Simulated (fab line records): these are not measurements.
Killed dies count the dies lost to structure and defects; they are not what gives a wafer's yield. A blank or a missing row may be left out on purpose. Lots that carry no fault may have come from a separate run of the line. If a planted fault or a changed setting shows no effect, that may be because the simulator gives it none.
Code-filled problem report in 8D (eight disciplines) form	flow gf180mcu	the parts of the form that need people (team, actions taken, sign-off) are left out

1. WHAT WENT WRONG
Wafers free of any fault read 1194.4 ohm/sq (standard deviation 2.9) for LVPWELL_RS at GF_VT_IMPLANT_RS_MEAS_48, against a mean of 1255.0 ohm/sq on 6 wafers of 2 lots. Measured from the usual mean, that is +21 standard deviations.
The step: measures by four-point-probe.
Seen first at day 11 18:25 on filmMetro-04, wafer L181.2. The record holds 36 wafers of 12 lots with a number at this step. Rule for "out", or "out of limits": more than 4 standard deviations from the usual mean. The rest of the wafers with a number are treated as sound.

2. WHAT IT IS AND WHAT IT IS NOT
question	is	is not
which readings at this step	LVPWELL_RS	-
which lots	L181, L186	L167, L169, L170, L172, L173, L174, L176, L180, L188, L189
which wafers of those lots	all that have a number	-
read on which gauges	filmMetro-04	filmMetro-01, filmMetro-03
when	from day 11 18:25	up to then (24 sound wafers); but 6 sound wafers of L188, L189 came after

3. THE SUSPECTS, EACH WITH WHAT RULES IT OUT
Counting: a tool at a process step up to the reading stays a suspect if it ran every lot that is out and no sound lot after the first of them.
- the gauge at GF_VT_IMPLANT_RS_MEAS_48 has been ruled out. All the wafers that are out were read on filmMetro-04, but those of them that GF_LVPWELL_IMPLANT_08 has rows for are out there too, on other tools.
- rieDiel-02 at GF_STI_ETCH_13 (etches the open film in CHF3/O2, stops on Si, target depth 282.31 nm, time 112.9 s): ruled out as a lasting fault. After its first lot that is out, L181 (day 5 07:11), sound lots L189 ran on it.
- implanter-01 at GF_LVPWELL_IMPLANT_08: kept. Every lot that is out went through it, starting with L181 (day 7 09:41), and after that it ran no sound lot; the last sound lot it ran before then is L180 (day 7 04:55). Out on those wafers are its own readings of doseIonsCm2, faradayCurrentUA.
- plasmaAsher-03 at GF_MVPSD_STRIP_10 (strips in O2/N2): kept. Every lot that is out went through it, starting with L181 (day 8 18:28), and after that it ran no sound lot; the last sound lot it ran before then is L180 (day 8 13:36).
After counting, implanter-01 at GF_LVPWELL_IMPLANT_08 and plasmaAsher-03 at GF_MVPSD_STRIP_10 remain.

4. THE CAUSE (what the simulator had put in)
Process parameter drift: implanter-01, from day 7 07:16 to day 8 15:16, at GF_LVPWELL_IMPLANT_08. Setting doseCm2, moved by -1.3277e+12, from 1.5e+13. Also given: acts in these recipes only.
Of the 2 suspects that counting leaves, this tool is one.

5. SEQUENCE OF EFFECTS, ordered by route
Rows list readings where the struck wafers' mean (over those with a number) sits beyond 3 standard deviations from the usual. Readings are gone through only where the record gives a usual standard deviation; hours: the median, over the lots, of the time from a lot's start at the first step in this table giving one to that lot's start at this step; sigmas: the change measured in usual standard deviations.
hours	step	reading	usual	on struck wafers	change	sigmas
0	GF_LVPWELL_IMPLANT_08	doseIonsCm2	1.5001e+13	1.3672e+13	-1.3290e+12	-83
0	GF_LVPWELL_IMPLANT_08	faradayCurrentUA	84.6	76.6	-8.0	-5.0
108	GF_VT_IMPLANT_RS_MEAS_48	LVPWELL_RS	1194.4 ohm/sq	1255.0	+60.6	+21
Process steps it contains:
- GF_LVPWELL_IMPLANT_08

6. WHAT WOULD HAVE CAUGHT IT SOONER
107 hours passed between the start of the fault at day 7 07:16 and the first reading out of limits at a measuring or inspecting step in this record, taken at day 11 18:25.
The tool's own readings at GF_LVPWELL_IMPLANT_08 were out on every struck wafer that the step has a row for (doseIonsCm2, faradayCurrentUA): an alarm limit on them would have fired on the first of those.
By day 11 18:25, every lot that is out (2) had started GF_LVPWELL_IMPLANT_08 on implanter-01. Tool hold at that time: it would have spared none of them.
